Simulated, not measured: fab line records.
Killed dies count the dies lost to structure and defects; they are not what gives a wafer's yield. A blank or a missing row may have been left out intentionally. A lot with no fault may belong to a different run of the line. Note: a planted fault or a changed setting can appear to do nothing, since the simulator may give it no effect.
fab line records :: flow gf180mcu
record
  lots=6
  wafers=18
  last_day=34
route steps=602 shown TOP_METAL@568
lots untouched by any fault: they come from a run of this same line in which no faults occurred
start_h: the number of hours between the record's first day and the start of the first shown wafer of the lot :: wait_h: hours elapsed since this lot's preceding step :: " the same as in the row above :: L1.1+2: a single row standing in for several wafers :: - either no value or no given start :: * or withheld: withheld :: < > ~ a bound
route shown NAME@n: NAME is a module with steps in the file, n the number in the route of the first one :: usual: mean and standard deviation over wafers with no fault :: same: alike in all rows :: chamber/n: place in a boat :: sites: per-site readings :: _std_site: how widely they spread, as a standard deviation :: _edge_site: mean of outer sites minus mean of inner sites :: radius_mm: for every site, how far away it sits from the centre of the wafer :: mask NAME#n: copy n :: behind: the tool/chamber that last shaped the wafer :: hold: why the lot was held/for how many hours/how that ended :: device: which transistor (n, p or np) failed to switch :: end of line: the same wafers' tests at the end of the route :: a step with no rows: only its recipe :: killed: not the wafer's yield, but the dies lost to structure and defects at the first sort :: map: shows each die of a wafer: x if killed, . if not, _ if none is there
set.NAME: the run value of the setting; set.NAME@STEP: its run value at that earlier step :: model.NAME: the simulator's own value behind a step, which no gauge read
lots at some steps of the route; a table a step, a row a wafer
services: the hour from which a tool's chamber was out of use, counted from the record's first day as start_h (under 0 if before that day), plus the number of hours and why
## steps
# step GF_TOP_METAL_SPUTTER_01
# recipe
  material=TiN
  target_thk_nm=30
  power_w=6500
  time_s=25
  chamber_pressure_pa=0.4
# usual
  cathode_dc_power_W=6499.8/1.2
  chamber_pressure_pa=0.4000/0.00074
  throttle_valve_pct=29.6/0.94
lot.wafer: L836.2
tool: pvd_sputter-03
chamber: -
start_h: 672.86
wait_h: 0.1
cathode_dc_power_W: 6500.0
chamber_pressure_pa: 0.3997
throttle_valve_pct: 28.7

lot.wafer: L836.4
tool: pvd_sputter-03
chamber: -
start_h: 672.86
wait_h: 0.1
cathode_dc_power_W: 6499.9
chamber_pressure_pa: 0.3988
throttle_valve_pct: 28.7

lot.wafer: L836.6
tool: pvd_sputter-03
chamber: -
start_h: 672.86
wait_h: 0.1
cathode_dc_power_W: 6500.8
chamber_pressure_pa: 0.3998
throttle_valve_pct: 28.6

lot.wafer: L846.3
tool: pvd_sputter-03
chamber: -
start_h: 754.56
wait_h: 0.1
cathode_dc_power_W: 6500.8
chamber_pressure_pa: 0.4001
throttle_valve_pct: 30.6

lot.wafer: L846.4
tool: pvd_sputter-03
chamber: -
start_h: 754.56
wait_h: 0.1
cathode_dc_power_W: 6497.9
chamber_pressure_pa: 0.3992
throttle_valve_pct: 29.4

lot.wafer: L846.5
tool: pvd_sputter-03
chamber: -
start_h: 754.56
wait_h: 0.1
cathode_dc_power_W: 6500.5
chamber_pressure_pa: 0.4011
throttle_valve_pct: 28.8

lot.wafer: L848.2
tool: pvd_sputter-01
chamber: -
start_h: 755.80
wait_h: 0.1
cathode_dc_power_W: 6498.9
chamber_pressure_pa: 0.4003
throttle_valve_pct: 29.9

lot.wafer: L848.4
tool: pvd_sputter-01
chamber: -
start_h: 755.80
wait_h: 0.1
cathode_dc_power_W: 6498.1
chamber_pressure_pa: 0.3996
throttle_valve_pct: 28.6

lot.wafer: L848.5
tool: pvd_sputter-01
chamber: -
start_h: 755.80
wait_h: 0.1
cathode_dc_power_W: 6500.6
chamber_pressure_pa: 0.4010
throttle_valve_pct: 30.7

lot.wafer: L850.3
tool: pvd_sputter-03
chamber: -
start_h: 762.75
wait_h: 0.1
cathode_dc_power_W: 6500.0
chamber_pressure_pa: 0.4007
throttle_valve_pct: 29.1

lot.wafer: L850.4
tool: pvd_sputter-03
chamber: -
start_h: 762.75
wait_h: 0.1
cathode_dc_power_W: 6499.6
chamber_pressure_pa: 0.3996
throttle_valve_pct: 28.4

lot.wafer: L850.6
tool: pvd_sputter-03
chamber: -
start_h: 762.75
wait_h: 0.1
cathode_dc_power_W: 6502.0
chamber_pressure_pa: 0.4004
throttle_valve_pct: 28.3

lot.wafer: L851.2
tool: pvd_sputter-02
chamber: -
start_h: 772.62
wait_h: 0.1
cathode_dc_power_W: 6499.3
chamber_pressure_pa: 0.4013
throttle_valve_pct: 30.9

lot.wafer: L851.3
tool: pvd_sputter-02
chamber: -
start_h: 772.62
wait_h: 0.1
cathode_dc_power_W: 6499.0
chamber_pressure_pa: 0.3998
throttle_valve_pct: 28.6

lot.wafer: L851.5
tool: pvd_sputter-02
chamber: -
start_h: 772.62
wait_h: 0.1
cathode_dc_power_W: 6498.6
chamber_pressure_pa: 0.3995
throttle_valve_pct: 28.5

lot.wafer: L853.1
tool: pvd_sputter-02
chamber: -
start_h: 783.05
wait_h: 0.1
cathode_dc_power_W: 6501.8
chamber_pressure_pa: 0.3983
throttle_valve_pct: 28.7

lot.wafer: L853.2
tool: pvd_sputter-02
chamber: -
start_h: 783.05
wait_h: 0.1
cathode_dc_power_W: 6499.4
chamber_pressure_pa: 0.4002
throttle_valve_pct: 28.8

lot.wafer: L853.4
tool: pvd_sputter-02
chamber: -
start_h: 783.05
wait_h: 0.1
cathode_dc_power_W: 6499.6
chamber_pressure_pa: 0.4001
throttle_valve_pct: 30.0
# step GF_TOP_METAL_SPUTTER_02
# recipe
  material=AlCu
  target_thk_nm=900
  power_w=10600
  chamber_pressure_pa=0.3
  substrate_temp_c=250
  gas=Ar
  time_s=46.82
# usual
  cathode_dc_power_W=10600/1.8
  chamber_pressure_pa=0.3000/0.00062
  throttle_valve_pct=29.6/0.94
lot.wafer: L836.2
tool: pvd_sputter-03
chamber: -
start_h: 672.89
wait_h: 0.0
cathode_dc_power_W: 10598
chamber_pressure_pa: 0.2993
throttle_valve_pct: 28.5

lot.wafer: L836.4
tool: pvd_sputter-03
chamber: -
start_h: 672.89
wait_h: 0.0
cathode_dc_power_W: 10600
chamber_pressure_pa: 0.2994
throttle_valve_pct: 29.2

lot.wafer: L836.6
tool: pvd_sputter-03
chamber: -
start_h: 672.89
wait_h: 0.0
cathode_dc_power_W: 10599
chamber_pressure_pa: 0.3002
throttle_valve_pct: 28.6

lot.wafer: L846.3
tool: pvd_sputter-03
chamber: -
start_h: 754.59
wait_h: 0.0
cathode_dc_power_W: 10601
chamber_pressure_pa: 0.3008
throttle_valve_pct: 30.9

lot.wafer: L846.4
tool: pvd_sputter-03
chamber: -
start_h: 754.59
wait_h: 0.0
cathode_dc_power_W: 10598
chamber_pressure_pa: 0.3001
throttle_valve_pct: 29.4

lot.wafer: L846.5
tool: pvd_sputter-03
chamber: -
start_h: 754.59
wait_h: 0.0
cathode_dc_power_W: 10600
chamber_pressure_pa: 0.2997
throttle_valve_pct: 28.9

lot.wafer: L848.2
tool: pvd_sputter-01
chamber: -
start_h: 755.83
wait_h: 0.0
cathode_dc_power_W: 10599
chamber_pressure_pa: 0.3004
throttle_valve_pct: 30.3

lot.wafer: L848.4
tool: pvd_sputter-01
chamber: -
start_h: 755.83
wait_h: 0.0
cathode_dc_power_W: 10601
chamber_pressure_pa: 0.2997
throttle_valve_pct: 28.9

lot.wafer: L848.5
tool: pvd_sputter-01
chamber: -
start_h: 755.83
wait_h: 0.0
cathode_dc_power_W: 10599
chamber_pressure_pa: 0.3001
throttle_valve_pct: 30.6

lot.wafer: L850.3
tool: pvd_sputter-03
chamber: -
start_h: 762.78
wait_h: 0.0
cathode_dc_power_W: 10599
chamber_pressure_pa: 0.2998
throttle_valve_pct: 28.8

lot.wafer: L850.4
tool: pvd_sputter-03
chamber: -
start_h: 762.78
wait_h: 0.0
cathode_dc_power_W: 10600
chamber_pressure_pa: 0.2992
throttle_valve_pct: 28.4

lot.wafer: L850.6
tool: pvd_sputter-03
chamber: -
start_h: 762.78
wait_h: 0.0
cathode_dc_power_W: 10601
chamber_pressure_pa: 0.2997
throttle_valve_pct: 28.6

lot.wafer: L851.2
tool: pvd_sputter-02
chamber: -
start_h: 772.66
wait_h: 0.0
cathode_dc_power_W: 10597
chamber_pressure_pa: 0.3000
throttle_valve_pct: 30.8

lot.wafer: L851.3
tool: pvd_sputter-02
chamber: -
start_h: 772.66
wait_h: 0.0
cathode_dc_power_W: 10599
chamber_pressure_pa: 0.2993
throttle_valve_pct: 28.5

lot.wafer: L851.5
tool: pvd_sputter-02
chamber: -
start_h: 772.66
wait_h: 0.0
cathode_dc_power_W: 10602
chamber_pressure_pa: 0.2997
throttle_valve_pct: 28.8

lot.wafer: L853.1
tool: pvd_sputter-02
chamber: -
start_h: 783.08
wait_h: 0.0
cathode_dc_power_W: 10598
chamber_pressure_pa: 0.2996
throttle_valve_pct: 28.7

lot.wafer: L853.2
tool: pvd_sputter-02
chamber: -
start_h: 783.08
wait_h: 0.0
cathode_dc_power_W: 10602
chamber_pressure_pa: 0.3006
throttle_valve_pct: 28.6

lot.wafer: L853.4
tool: pvd_sputter-02
chamber: -
start_h: 783.08
wait_h: 0.0
cathode_dc_power_W: 10603
chamber_pressure_pa: 0.2998
throttle_valve_pct: 30.1
# step GF_TOP_METAL_SPUTTER_03
# recipe
  material=Ti
  target_thk_nm=5
  substrate_temp_c=300
  chamber_pressure_pa=0.3
  power_w=3000
  time_s=3.3
# usual
  cathode_dc_power_W=3000.0/0.53
  chamber_pressure_pa=0.2999/0.00067
  throttle_valve_pct=29.6/0.94
lot.wafer: L836.2
tool: pvd_sputter-03
chamber: -
start_h: 672.94
wait_h: 0.0
cathode_dc_power_W: 3001.4
chamber_pressure_pa: 0.2995
throttle_valve_pct: 28.8

lot.wafer: L836.4
tool: pvd_sputter-03
chamber: -
start_h: 672.94
wait_h: 0.0
cathode_dc_power_W: 2999.6
chamber_pressure_pa: 0.3001
throttle_valve_pct: 28.7

lot.wafer: L836.6
tool: pvd_sputter-03
chamber: -
start_h: 672.94
wait_h: 0.0
cathode_dc_power_W: 2999.8
chamber_pressure_pa: 0.3001
throttle_valve_pct: 28.2

lot.wafer: L846.3
tool: pvd_sputter-03
chamber: -
start_h: 754.64
wait_h: 0.0
cathode_dc_power_W: 2999.8
chamber_pressure_pa: 0.2995
throttle_valve_pct: 30.9

lot.wafer: L846.4
tool: pvd_sputter-03
chamber: -
start_h: 754.64
wait_h: 0.0
cathode_dc_power_W: 3000.5
chamber_pressure_pa: 0.3018
throttle_valve_pct: 29.4

lot.wafer: L846.5
tool: pvd_sputter-03
chamber: -
start_h: 754.64
wait_h: 0.0
cathode_dc_power_W: 2999.7
chamber_pressure_pa: 0.3002
throttle_valve_pct: 28.9

lot.wafer: L848.2
tool: pvd_sputter-01
chamber: -
start_h: 755.87
wait_h: 0.0
cathode_dc_power_W: 2999.9
chamber_pressure_pa: 0.2996
throttle_valve_pct: 30.0

lot.wafer: L848.4
tool: pvd_sputter-01
chamber: -
start_h: 755.87
wait_h: 0.0
cathode_dc_power_W: 2999.2
chamber_pressure_pa: 0.3000
throttle_valve_pct: 28.8

lot.wafer: L848.5
tool: pvd_sputter-01
chamber: -
start_h: 755.87
wait_h: 0.0
cathode_dc_power_W: 2999.7
chamber_pressure_pa: 0.2996
throttle_valve_pct: 30.9

lot.wafer: L850.3
tool: pvd_sputter-03
chamber: -
start_h: 762.82
wait_h: 0.0
cathode_dc_power_W: 3000.6
chamber_pressure_pa: 0.2998
throttle_valve_pct: 29.1

lot.wafer: L850.4
tool: pvd_sputter-03
chamber: -
start_h: 762.82
wait_h: 0.0
cathode_dc_power_W: 3000.0
chamber_pressure_pa: 0.2999
throttle_valve_pct: 28.2

lot.wafer: L850.6
tool: pvd_sputter-03
chamber: -
start_h: 762.82
wait_h: 0.0
cathode_dc_power_W: 3000.1
chamber_pressure_pa: 0.3004
throttle_valve_pct: 28.3

lot.wafer: L851.2
tool: pvd_sputter-02
chamber: -
start_h: 772.70
wait_h: 0.0
cathode_dc_power_W: 3000.3
chamber_pressure_pa: 0.2993
throttle_valve_pct: 31.1

lot.wafer: L851.3
tool: pvd_sputter-02
chamber: -
start_h: 772.70
wait_h: 0.0
cathode_dc_power_W: 3000.7
chamber_pressure_pa: 0.3012
throttle_valve_pct: 28.5

lot.wafer: L851.5
tool: pvd_sputter-02
chamber: -
start_h: 772.70
wait_h: 0.0
cathode_dc_power_W: 3000.0
chamber_pressure_pa: 0.2998
throttle_valve_pct: 28.8

lot.wafer: L853.1
tool: pvd_sputter-02
chamber: -
start_h: 783.13
wait_h: 0.0
cathode_dc_power_W: 3000.8
chamber_pressure_pa: 0.3002
throttle_valve_pct: 28.4

lot.wafer: L853.2
tool: pvd_sputter-02
chamber: -
start_h: 783.13
wait_h: 0.0
cathode_dc_power_W: 3000.0
chamber_pressure_pa: 0.3003
throttle_valve_pct: 28.8

lot.wafer: L853.4
tool: pvd_sputter-02
chamber: -
start_h: 783.13
wait_h: 0.0
cathode_dc_power_W: 2999.4
chamber_pressure_pa: 0.3007
throttle_valve_pct: 29.8
# step GF_TOP_METAL_SPUTTER_04
# recipe
  material=TiN
  target_thk_nm=25
  power_w=6500
  time_s=20.8
  chamber_pressure_pa=0.4
# usual
  cathode_dc_power_W=6500.1/1.3
  chamber_pressure_pa=0.4001/0.0011
  throttle_valve_pct=29.6/0.96
lot.wafer: L836.2
tool: pvd_sputter-03
chamber: -
start_h: 672.96
wait_h: 0.0
cathode_dc_power_W: 6498.9
chamber_pressure_pa: 0.4002
throttle_valve_pct: 29.1

lot.wafer: L836.4
tool: pvd_sputter-03
chamber: -
start_h: 672.96
wait_h: 0.0
cathode_dc_power_W: 6498.8
chamber_pressure_pa: 0.3998
throttle_valve_pct: 28.7

lot.wafer: L836.6
tool: pvd_sputter-03
chamber: -
start_h: 672.96
wait_h: 0.0
cathode_dc_power_W: 6499.0
chamber_pressure_pa: 0.4008
throttle_valve_pct: 28.7

lot.wafer: L846.3
tool: pvd_sputter-03
chamber: -
start_h: 754.66
wait_h: 0.0
cathode_dc_power_W: 6500.8
chamber_pressure_pa: 0.4007
throttle_valve_pct: 30.5

lot.wafer: L846.4
tool: pvd_sputter-03
chamber: -
start_h: 754.66
wait_h: 0.0
cathode_dc_power_W: 6500.1
chamber_pressure_pa: 0.4009
throttle_valve_pct: 29.3

lot.wafer: L846.5
tool: pvd_sputter-03
chamber: -
start_h: 754.66
wait_h: 0.0
cathode_dc_power_W: 6501.3
chamber_pressure_pa: 0.3995
throttle_valve_pct: 29.0

lot.wafer: L848.2
tool: pvd_sputter-01
chamber: -
start_h: 755.89
wait_h: 0.0
cathode_dc_power_W: 6501.5
chamber_pressure_pa: 0.3991
throttle_valve_pct: 30.0

lot.wafer: L848.4
tool: pvd_sputter-01
chamber: -
start_h: 755.89
wait_h: 0.0
cathode_dc_power_W: 6503.2
chamber_pressure_pa: 0.4011
throttle_valve_pct: 28.7

lot.wafer: L848.5
tool: pvd_sputter-01
chamber: -
start_h: 755.89
wait_h: 0.0
cathode_dc_power_W: 6500.2
chamber_pressure_pa: 0.4011
throttle_valve_pct: 30.8

lot.wafer: L850.3
tool: pvd_sputter-03
chamber: -
start_h: 762.84
wait_h: 0.0
cathode_dc_power_W: 6501.6
chamber_pressure_pa: 0.3998
throttle_valve_pct: 28.6

lot.wafer: L850.4
tool: pvd_sputter-03
chamber: -
start_h: 762.84
wait_h: 0.0
cathode_dc_power_W: 6501.3
chamber_pressure_pa: 0.3994
throttle_valve_pct: 28.5

lot.wafer: L850.6
tool: pvd_sputter-03
chamber: -
start_h: 762.84
wait_h: 0.0
cathode_dc_power_W: 6498.7
chamber_pressure_pa: 0.4000
throttle_valve_pct: 28.4

lot.wafer: L851.2
tool: pvd_sputter-02
chamber: -
start_h: 772.72
wait_h: 0.0
cathode_dc_power_W: 6499.4
chamber_pressure_pa: 0.4007
throttle_valve_pct: 31.1

lot.wafer: L851.3
tool: pvd_sputter-02
chamber: -
start_h: 772.72
wait_h: 0.0
cathode_dc_power_W: 6499.6
chamber_pressure_pa: 0.4005
throttle_valve_pct: 28.8

lot.wafer: L851.5
tool: pvd_sputter-02
chamber: -
start_h: 772.72
wait_h: 0.0
cathode_dc_power_W: 6502.5
chamber_pressure_pa: 0.3985
throttle_valve_pct: 28.8

lot.wafer: L853.1
tool: pvd_sputter-02
chamber: -
start_h: 783.15
wait_h: 0.0
cathode_dc_power_W: 6499.6
chamber_pressure_pa: 0.3993
throttle_valve_pct: 28.6

lot.wafer: L853.2
tool: pvd_sputter-02
chamber: -
start_h: 783.15
wait_h: 0.0
cathode_dc_power_W: 6501.8
chamber_pressure_pa: 0.4009
throttle_valve_pct: 28.5

lot.wafer: L853.4
tool: pvd_sputter-02
chamber: -
start_h: 783.15
wait_h: 0.0
cathode_dc_power_W: 6499.9
chamber_pressure_pa: 0.3982
throttle_valve_pct: 30.0
# step GF_TOP_METAL_RS_MEAS_05
# recipe
  thk_meas_gauge=four-point-probe
  reads=TiN_of_TOP_METAL_SPUTTER_04+Ti_of_TOP_METAL_SPUTTER_03+AlCu_of_TOP_METAL_SPUTTER_02+TiN_of_TOP_METAL_SPUTTER_01+Ti_of_TOP_METAL_SPUTTER_00
# usual
  TOP_METAL_ALCU_RS=0.0334/0.00032
lot.wafer: L836.2
tool: film_metro-01
chamber: -
start_h: 673.00
wait_h: 0.0
TOP_METAL_ALCU_RS[ohm/sq]: 0.0334

lot.wafer: L836.4
tool: film_metro-01
chamber: -
start_h: 673.00
wait_h: 0.0
TOP_METAL_ALCU_RS[ohm/sq]: 0.0331

lot.wafer: L836.6
tool: film_metro-01
chamber: -
start_h: 673.00
wait_h: 0.0
TOP_METAL_ALCU_RS[ohm/sq]: 0.0333

lot.wafer: L846.3
tool: film_metro-04
chamber: -
start_h: 754.72
wait_h: 0.1
TOP_METAL_ALCU_RS[ohm/sq]: 0.0341

lot.wafer: L846.4
tool: film_metro-04
chamber: -
start_h: 754.72
wait_h: 0.1
TOP_METAL_ALCU_RS[ohm/sq]: 0.0340

lot.wafer: L846.5
tool: film_metro-04
chamber: -
start_h: 754.72
wait_h: 0.1
TOP_METAL_ALCU_RS[ohm/sq]: 0.0339

lot.wafer: L848.2
tool: film_metro-04
chamber: -
start_h: 755.94
wait_h: 0.0
TOP_METAL_ALCU_RS[ohm/sq]: 0.0334

lot.wafer: L848.4
tool: film_metro-04
chamber: -
start_h: 755.94
wait_h: 0.0
TOP_METAL_ALCU_RS[ohm/sq]: 0.0331

lot.wafer: L848.5
tool: film_metro-04
chamber: -
start_h: 755.94
wait_h: 0.0
TOP_METAL_ALCU_RS[ohm/sq]: 0.0336

lot.wafer: L850.3
tool: film_metro-01
chamber: -
start_h: 762.91
wait_h: 0.1
TOP_METAL_ALCU_RS[ohm/sq]: 0.0336

lot.wafer: L850.4
tool: film_metro-01
chamber: -
start_h: 762.91
wait_h: 0.1
TOP_METAL_ALCU_RS[ohm/sq]: 0.0337

lot.wafer: L850.6
tool: film_metro-01
chamber: -
start_h: 762.91
wait_h: 0.1
TOP_METAL_ALCU_RS[ohm/sq]: 0.0334

lot.wafer: L851.2
tool: film_metro-01
chamber: -
start_h: 772.77
wait_h: 0.0
TOP_METAL_ALCU_RS[ohm/sq]: 0.0328

lot.wafer: L851.3
tool: film_metro-01
chamber: -
start_h: 772.77
wait_h: 0.0
TOP_METAL_ALCU_RS[ohm/sq]: 0.0331

lot.wafer: L851.5
tool: film_metro-01
chamber: -
start_h: 772.77
wait_h: 0.0
TOP_METAL_ALCU_RS[ohm/sq]: 0.0329

lot.wafer: L853.1
tool: film_metro-01
chamber: -
start_h: 783.17
wait_h: 0.0
TOP_METAL_ALCU_RS[ohm/sq]: 0.0337

lot.wafer: L853.2
tool: film_metro-01
chamber: -
start_h: 783.17
wait_h: 0.0
TOP_METAL_ALCU_RS[ohm/sq]: 0.0335

lot.wafer: L853.4
tool: film_metro-01
chamber: -
start_h: 783.17
wait_h: 0.0
TOP_METAL_ALCU_RS[ohm/sq]: 0.0336
# step GF_TOP_METAL_THK_MEAS_06
# recipe
  thk_meas_gauge=xrf
  reads=AlCu_of_TOP_METAL_SPUTTER_02
# usual
  TOP_METAL_ALCU_THK=873/13
lot.wafer: L836.2
tool: film_metro-01
chamber: -
start_h: 673.11
wait_h: 0.1
TOP_METAL_ALCU_THK[nm]: 867

lot.wafer: L836.4
tool: film_metro-01
chamber: -
start_h: 673.11
wait_h: 0.1
TOP_METAL_ALCU_THK[nm]: 870

lot.wafer: L836.6
tool: film_metro-01
chamber: -
start_h: 673.11
wait_h: 0.1
TOP_METAL_ALCU_THK[nm]: 874

lot.wafer: L846.3
tool: film_metro-04
chamber: -
start_h: 754.82
wait_h: 0.1
TOP_METAL_ALCU_THK[nm]: 865

lot.wafer: L846.4
tool: film_metro-04
chamber: -
start_h: 754.82
wait_h: 0.1
TOP_METAL_ALCU_THK[nm]: 863

lot.wafer: L846.5
tool: film_metro-04
chamber: -
start_h: 754.82
wait_h: 0.1
TOP_METAL_ALCU_THK[nm]: 865

lot.wafer: L848.2
tool: film_metro-04
chamber: -
start_h: 756.05
wait_h: 0.1
TOP_METAL_ALCU_THK[nm]: 881

lot.wafer: L848.4
tool: film_metro-04
chamber: -
start_h: 756.05
wait_h: 0.1
TOP_METAL_ALCU_THK[nm]: 890

lot.wafer: L848.5
tool: film_metro-04
chamber: -
start_h: 756.05
wait_h: 0.1
TOP_METAL_ALCU_THK[nm]: 875

lot.wafer: L850.3
tool: film_metro-01
chamber: -
start_h: 763.01
wait_h: 0.1
TOP_METAL_ALCU_THK[nm]: 856

lot.wafer: L850.4
tool: film_metro-01
chamber: -
start_h: 763.01
wait_h: 0.1
TOP_METAL_ALCU_THK[nm]: 852

lot.wafer: L850.6
tool: film_metro-01
chamber: -
start_h: 763.01
wait_h: 0.1
TOP_METAL_ALCU_THK[nm]: 858

lot.wafer: L851.2
tool: film_metro-01
chamber: -
start_h: 772.88
wait_h: 0.1
TOP_METAL_ALCU_THK[nm]: 881

lot.wafer: L851.3
tool: film_metro-01
chamber: -
start_h: 772.88
wait_h: 0.1
TOP_METAL_ALCU_THK[nm]: 869

lot.wafer: L851.5
tool: film_metro-01
chamber: -
start_h: 772.88
wait_h: 0.1
TOP_METAL_ALCU_THK[nm]: 874

lot.wafer: L853.1
tool: film_metro-01
chamber: -
start_h: 783.29
wait_h: 0.1
TOP_METAL_ALCU_THK[nm]: 856

lot.wafer: L853.2
tool: film_metro-01
chamber: -
start_h: 783.29
wait_h: 0.1
TOP_METAL_ALCU_THK[nm]: 858

lot.wafer: L853.4
tool: film_metro-01
chamber: -
start_h: 783.29
wait_h: 0.1
TOP_METAL_ALCU_THK[nm]: 860
# step GF_TOP_METAL_DEHYDRATE_07
# recipe
  temp_c=200
  time_s=60
# step GF_TOP_METAL_HMDS_08
# recipe
  prime_time_s=60
  prime_temp_c=120
# step GF_TOP_METAL_COAT_09
# recipe
  resist=NOVOLAK
  spin_rpm=3000
  resist_thk_nm=1500
# step GF_TOP_METAL_SOFTBAKE_10
# recipe
  temp_c=90
  time_s=60
  resist=NOVOLAK
# step GF_TOP_METAL_EXPOSE_11
# recipe
  mask_id=MetalTop
  target_cd_nm=440
  na=0.6
  source_shape=conventional
  sigma_outer=0.6
  dose_mj=170
# step GF_TOP_METAL_PEB_12
# recipe
  temp_c=withheld
  time_s=*
  resist=NOVOLAK
# step GF_TOP_METAL_DEVELOP_13
# recipe
  develop_time_s=60
  dev_temp_c=23
# usual
  chill_plate_temp_C=22.99/0.099
  develop_time_s=60/0
lot.wafer: L836.2
tool: litho_track-02
chamber: 0
start_h: 691.65
wait_h: 0.1
chill_plate_temp_C: 23.05
develop_time_s: 60

lot.wafer: L836.4
tool: litho_track-02
chamber: 0
start_h: 691.65
wait_h: 0.1
chill_plate_temp_C: 23.04
develop_time_s: 60

lot.wafer: L836.6
tool: litho_track-02
chamber: 0
start_h: 691.65
wait_h: 0.1
chill_plate_temp_C: 22.95
develop_time_s: 60

lot.wafer: L846.3
tool: litho_track-01
chamber: -
start_h: 771.41
wait_h: 0.1
chill_plate_temp_C: -
develop_time_s: -

lot.wafer: L846.4
tool: litho_track-01
chamber: -
start_h: 771.41
wait_h: 0.1
chill_plate_temp_C: -
develop_time_s: -

lot.wafer: L846.5
tool: litho_track-01
chamber: -
start_h: 771.41
wait_h: 0.1
chill_plate_temp_C: -
develop_time_s: -

lot.wafer: L848.2
tool: litho_track-02
chamber: -
start_h: 772.40
wait_h: 0.1
chill_plate_temp_C: -
develop_time_s: -

lot.wafer: L848.4
tool: litho_track-02
chamber: -
start_h: 772.40
wait_h: 0.1
chill_plate_temp_C: -
develop_time_s: -

lot.wafer: L848.5
tool: litho_track-02
chamber: -
start_h: 772.40
wait_h: 0.1
chill_plate_temp_C: -
develop_time_s: -

lot.wafer: L850.3
tool: litho_track-02
chamber: 0
start_h: 778.98
wait_h: 0.1
chill_plate_temp_C: 22.75
develop_time_s: 60

lot.wafer: L850.4
tool: litho_track-02
chamber: 0
start_h: 778.98
wait_h: 0.1
chill_plate_temp_C: 22.95
develop_time_s: 60

lot.wafer: L850.6
tool: litho_track-02
chamber: 0
start_h: 778.98
wait_h: 0.1
chill_plate_temp_C: 22.84
develop_time_s: 60

lot.wafer: L851.2
tool: litho_track-01
chamber: 0
start_h: 788.54
wait_h: 0.1
chill_plate_temp_C: 23.08
develop_time_s: 60

lot.wafer: L851.3
tool: litho_track-01
chamber: 0
start_h: 788.54
wait_h: 0.1
chill_plate_temp_C: 23.00
develop_time_s: 60

lot.wafer: L851.5
tool: litho_track-01
chamber: 0
start_h: 788.54
wait_h: 0.1
chill_plate_temp_C: 23.07
develop_time_s: 60

lot.wafer: L853.1
tool: litho_track-02
chamber: 0
start_h: 798.33
wait_h: 0.1
chill_plate_temp_C: 22.91
develop_time_s: 60

lot.wafer: L853.2
tool: litho_track-02
chamber: 0
start_h: 798.33
wait_h: 0.1
chill_plate_temp_C: 23.04
develop_time_s: 60

lot.wafer: L853.4
tool: litho_track-02
chamber: 0
start_h: 798.33
wait_h: 0.1
chill_plate_temp_C: 23.02
develop_time_s: 60
# step GF_TOP_METAL_CD_MEAS_14
# recipe
  target_cd_nm=440
# usual
  cd_nm=440.1/2.5
lot.wafer: L836.2
tool: cd_sem-02
chamber: -
start_h: 691.80
wait_h: 0.1
cd_nm: 437.3

lot.wafer: L836.4
tool: cd_sem-02
chamber: -
start_h: 691.80
wait_h: 0.1
cd_nm: 435.1

lot.wafer: L836.6
tool: cd_sem-02
chamber: -
start_h: 691.80
wait_h: 0.1
cd_nm: 438.7

lot.wafer: L846.3
tool: cd_sem-01
chamber: -
start_h: 771.55
wait_h: 0.1
cd_nm: -

lot.wafer: L846.4
tool: cd_sem-01
chamber: -
start_h: 771.55
wait_h: 0.1
cd_nm: -

lot.wafer: L846.5
tool: cd_sem-01
chamber: -
start_h: 771.55
wait_h: 0.1
cd_nm: -

lot.wafer: L848.2
tool: cd_sem-01
chamber: -
start_h: 772.55
wait_h: 0.1
cd_nm: -

lot.wafer: L848.4
tool: cd_sem-01
chamber: -
start_h: 772.55
wait_h: 0.1
cd_nm: -

lot.wafer: L848.5
tool: cd_sem-01
chamber: -
start_h: 772.55
wait_h: 0.1
cd_nm: -

lot.wafer: L850.3
tool: cd_sem-02
chamber: -
start_h: 779.12
wait_h: 0.1
cd_nm: 439.9

lot.wafer: L850.4
tool: cd_sem-02
chamber: -
start_h: 779.12
wait_h: 0.1
cd_nm: 440.1

lot.wafer: L850.6
tool: cd_sem-02
chamber: -
start_h: 779.12
wait_h: 0.1
cd_nm: 438.2

lot.wafer: L851.2
tool: cd_sem-02
chamber: -
start_h: 788.68
wait_h: 0.1
cd_nm: 441.6

lot.wafer: L851.3
tool: cd_sem-02
chamber: -
start_h: 788.68
wait_h: 0.1
cd_nm: 441.2

lot.wafer: L851.5
tool: cd_sem-02
chamber: -
start_h: 788.68
wait_h: 0.1
cd_nm: 442.2

lot.wafer: L853.1
tool: cd_sem-02
chamber: -
start_h: 798.48
wait_h: 0.1
cd_nm: 443.6

lot.wafer: L853.2
tool: cd_sem-02
chamber: -
start_h: 798.48
wait_h: 0.1
cd_nm: 444.8

lot.wafer: L853.4
tool: cd_sem-02
chamber: -
start_h: 798.48
wait_h: 0.1
cd_nm: 444.3
## services
tool: pvd_sputter-03
chamber: -
start_h: 719.13
hours: 13.7
kind: repair

tool: pvd_sputter-02
chamber: -
start_h: 745.29
hours: 5.4
kind: repair

tool: pvd_sputter-02
chamber: -
start_h: 793.78
hours: 6.4
kind: repair
## key
first_sign
  step=GF_TOP_METAL_DEVELOP_13
  reading=tool_record
  direction=missing
effect none on later readings
met_at GF_TOP_METAL_DEVELOP_13
struck_wafers L846.3,L846.4,L846.5,L848.2,L848.4,L848.5
later_rows_left_out L846.3,L846.4,L846.5,L848.2,L848.4,L848.5
sort_left_out L846.3,L846.4,L846.5,L848.2,L848.4,L848.5
onset_between 691.65 771.41
fault
  kind=skipped_step_whole
  tool=litho_track-01,litho_track-02
  chamber=-
  onset_h=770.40
  steps=GF_TOP_METAL_DEVELOP_13
  scope=struck_lots_only
# sort_left_out: the simulated sort isn't trusted on such a fault, so these wafers' sort isn't shown, and their yield isn't known
# later_rows_left_out: the simulator's readings of these wafers behind a module that went badly wrong aren't trusted and aren't shown, but for the sort
